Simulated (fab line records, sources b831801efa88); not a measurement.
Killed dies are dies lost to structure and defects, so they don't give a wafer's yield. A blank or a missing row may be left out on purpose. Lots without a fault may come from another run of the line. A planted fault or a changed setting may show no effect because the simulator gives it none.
Tool commonality check | flow gf180mcu | 13 lots, 39 wafers sampled

WHY IT WAS OPENED
At GF_VT_IMPLANT_TW_MEAS_21 the reading VT_IMPLANT_2_TW is flagged on 1 of 13 lots. Wafers without a fault read 1214, standard deviation 17.
Rule: a lot is flagged when every wafer of it that has a number lies more than 4 standard deviations from that mean, or none has a number. The other lots count as sound.

lot  | measured     | on            | VT_IMPLANT_2_TW, wafer by wafer | flag
L458 | day 6 22:53  | film_metro-03 | 1234 1233 1234                  |
L459 | day 6 23:00  | film_metro-03 | 1226 1229 1228                  |
L461 | day 7 11:37  | film_metro-03 | 1234 1235 1235                  |
L462 | day 7 17:02  | film_metro-01 | 1204 1201 1208                  |
L464 | day 8 08:31  | film_metro-03 | 1240 1233 1237                  |
L465 | day 8 10:51  | film_metro-03 | 1227 1235 1228                  |
L466 | day 8 18:06  | film_metro-01 | 1187 1189 1186                  |
L467 | day 8 19:57  | film_metro-01 | 1189 1186 1180                  |
L468 | day 9 05:23  | film_metro-02 | 1219 1224 1212                  |
L470 | day 9 16:08  | film_metro-03 | 31 31 31                        | FLAGGED
L473 | day 10 12:49 | film_metro-01 | 1197 1199 1196                  |
L479 | day 12 00:32 | film_metro-01 | 1205 1215 1217                  |
L480 | day 12 05:41 | film_metro-03 | 1229 1235 1233                  |
The numbers of the flagged lots are 31 on average: -1183 against the usual, or -70 standard deviations.

WHICH TOOL RAN EACH LOT
The record holds 2 process steps before the reading, out of a route of 602 steps. In each cell: the tool, then ch and the chambers that the sampled wafers went through, then the start.
lot  | flag    | GF_VT_IMPLANT_STRIP_09               | GF_VT_IMPLANT_EXPOSE_15
L458 |         | plasma_asher-03 ch 0,1, day 6 07:30  | iline_stepper-02 ch 0, day 6 15:04
L459 |         | plasma_asher-01 ch 0,1, day 6 07:42  | iline_stepper-01 ch 0, day 6 15:20
L461 |         | plasma_asher-03 ch 0,1, day 6 19:57  | iline_stepper-02 ch 0, day 7 03:44
L462 |         | plasma_asher-03 ch 0,1, day 7 00:53  | iline_stepper-01 ch 0, day 7 09:20
L464 |         | plasma_asher-03 ch 0,1, day 7 16:01  | iline_stepper-01 ch 0, day 8 00:04
L465 |         | plasma_asher-03 ch 0,1, day 7 18:30  | iline_stepper-02 ch 0, day 8 02:14
L466 |         | plasma_asher-01 ch 0,1, day 8 01:49  | iline_stepper-02 ch 0, day 8 09:46
L467 |         | plasma_asher-01 ch 0,1, day 8 03:12  | iline_stepper-01 ch 0, day 8 12:22
L468 |         | plasma_asher-04 ch 0,1, day 8 12:45  | iline_stepper-02 ch 0, day 8 20:48
L470 | FLAGGED | plasma_asher-01 ch 0,1, day 8 22:23  | iline_stepper-02 ch 0, day 9 07:30
L473 |         | plasma_asher-01 ch 0,1, day 9 18:52  | iline_stepper-02 ch 0, day 10 03:51
L479 |         | plasma_asher-01 ch 1, day 11 05:12   | iline_stepper-01 ch 0, day 11 15:07
L480 |         | plasma_asher-01 ch 0,1, day 11 11:30 | iline_stepper-01 ch 0, day 11 20:27
What these steps do:
- GF_VT_IMPLANT_STRIP_09: strips in O2/N2.
- GF_VT_IMPLANT_EXPOSE_15: exposes mask Nwell LV AREA, target cd 860 nm.
- GF_VT_IMPLANT_TW_MEAS_21

FLAGGED OVER TOTAL, TOOL BY TOOL (the gauges that took the reading come last)
step                     | tool             | lots run | flagged | share of the flagged lots | sound lots run after its first flagged lot
GF_VT_IMPLANT_STRIP_09   | plasma_asher-01  | 7        | 1       | all                       | 3 (L473,L479,L480)
GF_VT_IMPLANT_STRIP_09   | plasma_asher-03  | 5        | 0       | none                      | -
GF_VT_IMPLANT_STRIP_09   | plasma_asher-04  | 1        | 0       | none                      | -
GF_VT_IMPLANT_EXPOSE_15  | iline_stepper-01 | 6        | 0       | none                      | -
GF_VT_IMPLANT_EXPOSE_15  | iline_stepper-02 | 7        | 1       | all                       | 1 (L473)
GF_VT_IMPLANT_TW_MEAS_21 | film_metro-01    | 5        | 0       | none                      | -
GF_VT_IMPLANT_TW_MEAS_21 | film_metro-02    | 1        | 0       | none                      | -
GF_VT_IMPLANT_TW_MEAS_21 | film_metro-03    | 7        | 1       | all                       | 1 (L480)

WHAT THE TABLE ALLOWS
3 rows of the table ran every flagged lot: plasma_asher-01 at GF_VT_IMPLANT_STRIP_09, iline_stepper-02 at GF_VT_IMPLANT_EXPOSE_15, film_metro-03 at GF_VT_IMPLANT_TW_MEAS_21.
- plasma_asher-01 at GF_VT_IMPLANT_STRIP_09: 1 of its 7 lots flagged. Sound lots ran on it after the first flagged one (L473, L479, L480), which a lasting fault on the whole tool wouldn't allow.
- iline_stepper-02 at GF_VT_IMPLANT_EXPOSE_15: 1 of its 7 lots flagged. Sound lots ran on it after the first flagged one (L473), which a lasting fault on the whole tool wouldn't allow.
- film_metro-03 at GF_VT_IMPLANT_TW_MEAS_21: 1 of its 7 lots flagged. Sound lots ran on it after the first flagged one (L480), which a lasting fault on the whole tool wouldn't allow.
No row of the table ran every flagged lot and no sound lot after the first.

WHAT THE SIMULATOR HAD PUT IN
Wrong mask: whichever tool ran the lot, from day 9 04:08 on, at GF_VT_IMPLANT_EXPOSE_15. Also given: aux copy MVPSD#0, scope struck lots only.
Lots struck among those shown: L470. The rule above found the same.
